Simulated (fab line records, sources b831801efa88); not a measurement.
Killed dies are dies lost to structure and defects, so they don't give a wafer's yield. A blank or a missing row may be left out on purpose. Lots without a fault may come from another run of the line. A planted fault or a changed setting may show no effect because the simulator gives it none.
Chamber matching | flow sky130 | SKY_VIA4_CMP_02 on cmp-02: 4 sister chambers
The step polishes SiO2. 7 wafers are shown with their chamber, then 8 later ones without.

WAFERS WITH THEIR CHAMBER
wafer  | chamber | motor_current_A (A) | slurry_filter_dp_kPa (kPa)
L804.1 | 2       | 12.5                | 13.34
L804.3 | 1       | 12.6                | 13.43
L805.1 | 1       | 13.3                | 13.61
L809.2 | 3       | 12.3                | 13.39
L809.4 | 2       | 11.7                | 13.43
L809.5 | 3       | 12.2                | 13.33
L810.2 | 0       | 10.3                | 13.35

WAFERS WITHOUT THEIR CHAMBER
wafer  | motor_current_A (A) | slurry_filter_dp_kPa (kPa)
L810.3 | 12.1                | 13.38
L810.6 | 12.3                | 13.36
L816.1 | 10.7                | 13.50
L816.2 | 11.9                | 13.13
L817.2 | 12.5                | 13.54
L817.4 | 11.2                | 13.73
L818.1 | 11.4                | 13.50
L818.2 | 13.1                | 13.59

WHICH CHAMBER EACH WENT THROUGH
wafer  | from the rows above               | in truth
L810.3 | can't be placed: 2 or 3           | 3
L810.6 | can't be placed: 3 or 2           | 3
L816.1 | can't be placed: 0 or 2 or 3      | 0
L816.2 | can't be placed: 3 or 2 or 0      | 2
L817.2 | can't be placed: 1 or 2 or 3      | 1
L817.4 | can't be placed: 2 or 1 or 0 or 3 | 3
L818.1 | can't be placed: 2 or 3 or 0 or 1 | 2
L818.2 | 1                                 | 1
Placed correctly: 1 of 8. Can't be placed from these rows: 7 (the true chamber is among the candidates in 7). Placed wrongly: 0.
How it was worked out, from the rows above alone: a wafer's distance from a chamber is the root of the sum, over the readings, of the square of ((its reading less the chamber's mean) divided by the reading's scatter). The wafer belongs to the nearest chamber; if the next one is less than 2 further off, it can't be placed. A chamber's mean is the mean of its shown wafers. The scatter: the root of (the sum of the squares of (reading less its chamber's mean) over the shown wafers, divided by (wafers less chambers)).
